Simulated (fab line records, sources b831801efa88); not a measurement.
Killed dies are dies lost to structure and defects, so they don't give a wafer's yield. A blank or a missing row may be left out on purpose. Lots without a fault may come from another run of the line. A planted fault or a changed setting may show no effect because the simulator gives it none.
Which tool did it? | flow gf180mcu | 13 lots, 39 wafers sampled, at 5 steps of a route of 602

WHAT THE GAUGES READ, wafer by wafer
GF_SALICIDE_RS_MEAS_04: measures by four-point-probe. Usual: SALICIDE_TIN_RS 16.33 ohm/sq, standard deviation 0.3.
lot  | measured     | on            | SALICIDE_TIN_RS (ohm/sq)      | flag
L807 | day 15 07:33 | film_metro-03 | 16.82 16.57 16.60             |
L808 | day 15 16:26 | film_metro-04 | 15.86 15.69 16.44             |
L811 | day 16 20:07 | film_metro-03 | 16.69 16.67 16.72             |
L812 | day 17 18:09 | film_metro-04 | 8.12 8.27 8.23 8.14 8.24 8.21 | OFF
L816 | day 19 02:05 | film_metro-03 | 8.35 8.51 8.43 8.35 8.52 8.42 | OFF
L817 | day 19 04:44 | film_metro-04 | 8.33 8.34 8.42 8.31 8.32 8.41 | OFF
L820 | day 19 20:23 | film_metro-03 | 16.42 16.36 16.26             |
L824 | day 21 10:38 | film_metro-03 | 16.45 16.54 16.90             |
L826 | day 22 07:41 | film_metro-04 | 16.74 16.64 16.47             |
L827 | day 22 11:16 | film_metro-02 | 16.30 16.03 16.17             |
L828 | day 22 17:28 | film_metro-02 | 16.61 16.33 16.00             |
L829 | day 23 02:28 | film_metro-04 | 16.55 16.47 16.40             |
L830 | day 23 09:41 | film_metro-02 | 16.60 16.61 16.81             |

GF_M2_OVL_MEAS_15. Usual: M2_OVL 0 nm, standard deviation 5.2.
lot  | measured     | on         | M2_OVL (nm) | flag
L807 | day 19 14:35 | overlay-01 | 6 5 9       |
L808 | day 19 20:35 | overlay-01 | -4 -2 0     |
L811 | day 21 01:41 | overlay-01 | -6 -4 -6    |
L812 | day 22 00:56 | overlay-02 | -7 -6 -8    |
L816 | day 23 07:14 | overlay-01 | -9 -5 0     |
L817 | day 23 10:58 | overlay-01 | 1 -3 -1     |
L820 | day 23 23:34 | overlay-02 | -4 -3 -4    |
L824 | day 25 11:38 | overlay-02 | -2 4 -3     |
L826 | day 26 07:16 | overlay-02 | -5 -4 -5    |
L827 | day 26 09:08 | overlay-02 | -4 -10 -5   |
L828 | day 26 14:15 | overlay-01 | -4 -5 -6    |
L829 | day 26 23:20 | overlay-02 | 2 0 2       |
L830 | day 27 05:23 | overlay-02 | 3 5 8       |

GF_M3_RS_MEAS_05: measures by four-point-probe. Usual: M3_ALCU_RS 0.0693 ohm/sq, standard deviation 0.00089.
lot  | measured     | on            | M3_ALCU_RS (ohm/sq)  | flag
L807 | day 20 18:09 | film_metro-01 | 0.0699 0.0694 0.0701 |
L808 | day 21 00:16 | film_metro-01 | 0.0687 0.0697 0.0685 |
L811 | day 22 04:51 | film_metro-04 | 0.0675 0.0688 0.0693 |
L812 | day 23 03:32 | film_metro-01 | 0.0694 0.0700 0.0697 |
L816 | day 24 08:52 | film_metro-01 | 0.0686 0.0686 0.0683 |
L817 | day 24 12:39 | film_metro-04 | 0.0693 0.0684 0.0690 |
L820 | day 25 00:33 | film_metro-01 | 0.0708 0.0707 0.0697 |
L824 | day 26 12:34 | film_metro-04 | 0.0702 0.0709 0.0702 |
L826 | day 27 07:07 | film_metro-02 | 0.0684 0.0685 0.0681 |
L827 | day 27 08:50 | film_metro-01 | 0.0682 0.0686 0.0683 |
L828 | day 27 14:07 | film_metro-01 | 0.0686 0.0688 0.0695 |
L829 | day 27 22:32 | film_metro-01 | 0.0700 0.0693 0.0685 |
L830 | day 28 05:12 | film_metro-04 | 0.0705 0.0692 0.0708 |

WHICH TOOL RAN EACH LOT (tool, then ch and the chambers of the sampled wafers, then the start)
lot  | GF_SALICIDE_SPUTTER_02       | GF_M2_SPUTTER_03
L807 | pvd_sputter-02, day 15 07:30 | pvd_sputter-02, day 18 13:44
L808 | pvd_sputter-01, day 15 16:22 | pvd_sputter-02, day 18 20:05
L811 | pvd_sputter-01, day 16 20:04 | pvd_sputter-02, day 20 01:30
L812 | pvd_sputter-04, day 17 17:43 | pvd_sputter-01, day 21 00:29
L816 | pvd_sputter-02, day 19 01:49 | pvd_sputter-02, day 22 08:02
L817 | pvd_sputter-01, day 19 04:25 | pvd_sputter-01, day 22 11:31
L820 | pvd_sputter-04, day 19 20:18 | pvd_sputter-01, day 23 01:09
L824 | pvd_sputter-02, day 21 10:33 | pvd_sputter-04, day 24 13:46
L826 | pvd_sputter-01, day 22 07:35 | pvd_sputter-02, day 25 09:38
L827 | pvd_sputter-04, day 22 11:13 | pvd_sputter-02, day 25 11:34
L828 | pvd_sputter-02, day 22 17:22 | pvd_sputter-01, day 25 17:08
L829 | pvd_sputter-04, day 23 02:21 | pvd_sputter-04, day 26 02:27
L830 | pvd_sputter-02, day 23 09:37 | pvd_sputter-02, day 26 08:44
- GF_SALICIDE_SPUTTER_02: material Co, target thk 10 nm, time 20 s.
- GF_M2_SPUTTER_03: material Ti, target thk 10 nm, time 6.7 s.

WHAT THE TOOLS THEMSELVES READ (means of the sampled wafers that have a number; where no wafer has one, the mark that the record gives instead)
GF_SALICIDE_SPUTTER_02. Usual: chamber_pressure_pa 0.3999 Pa, standard deviation 0.0008; throttle_valve_pct 30.0 %, standard deviation 1.5.
lot  | tool           | chamber_pressure_pa (Pa) | throttle_valve_pct (%) | flag
L807 | pvd_sputter-02 | 0.4002                   | 29.3                   |
L808 | pvd_sputter-01 | 0.3997                   | 29.0                   |
L811 | pvd_sputter-01 | 0.3993                   | 30.2                   |
L812 | pvd_sputter-04 | 0.4003                   | 30.0                   |
L816 | pvd_sputter-02 | 0.4000                   | 29.2                   |
L817 | pvd_sputter-01 | 0.4001                   | 28.8                   |
L820 | pvd_sputter-04 | 0.3993                   | 30.3                   |
L824 | pvd_sputter-02 | 0.3999                   | 30.8                   |
L826 | pvd_sputter-01 | 0.4009                   | 29.1                   |
L827 | pvd_sputter-04 | 0.3999                   | 29.8                   |
L828 | pvd_sputter-02 | 0.3996                   | 28.9                   |
L829 | pvd_sputter-04 | 0.4002                   | 29.5                   |
L830 | pvd_sputter-02 | 0.3999                   | 30.3                   |

GF_M2_SPUTTER_03. Usual: chamber_pressure_pa 0.3000 Pa, standard deviation 0.00068; throttle_valve_pct 30.1 %, standard deviation 1.6.
lot  | tool           | chamber_pressure_pa (Pa) | throttle_valve_pct (%) | flag
L807 | pvd_sputter-02 | 0.2998                   | 30.2                   |
L808 | pvd_sputter-02 | 0.3006                   | 29.2                   |
L811 | pvd_sputter-02 | 0.3007                   | 29.0                   |
L812 | pvd_sputter-01 | 0.2994                   | 29.9                   |
L816 | pvd_sputter-02 | 0.3000                   | 31.0                   |
L817 | pvd_sputter-01 | 0.2990                   | 29.7                   |
L820 | pvd_sputter-01 | 0.3005                   | 29.0                   |
L824 | pvd_sputter-04 | 0.2998                   | 30.1                   |
L826 | pvd_sputter-02 | 0.3004                   | 30.3                   |
L827 | pvd_sputter-02 | 0.3002                   | 31.8                   |
L828 | pvd_sputter-01 | 0.2999                   | 29.9                   |
L829 | pvd_sputter-04 | 0.3002                   | 29.9                   |
L830 | pvd_sputter-02 | 0.3003                   | 29.3                   |

THE ANSWER, worked out from the rows above alone
Rule: a lot is off if the mean of its wafers that have a number lies more than 3 standard deviations from the usual mean. A lot without any number at a reading at which 4 lots or more have one is off too. The other lots that the step has rows for count as sound. The gauges are gone through in route order, then the tools' own readings, and for those a lot's mean is taken as printed above. The first step at which some lot is off is used, and at that step the reading that is off furthest; a lot without a number counts as furthest.
Off: L812, L816, L817, at GF_SALICIDE_RS_MEAS_04 (SALICIDE_TIN_RS).
A tool fits if, at a process step before that reading, it ran every lot that is off, and no sound lot after the first of them. The gauges at GF_SALICIDE_RS_MEAS_04 are tried like those tools. None of those tried fits.

WHAT THE SIMULATOR HAD PUT IN
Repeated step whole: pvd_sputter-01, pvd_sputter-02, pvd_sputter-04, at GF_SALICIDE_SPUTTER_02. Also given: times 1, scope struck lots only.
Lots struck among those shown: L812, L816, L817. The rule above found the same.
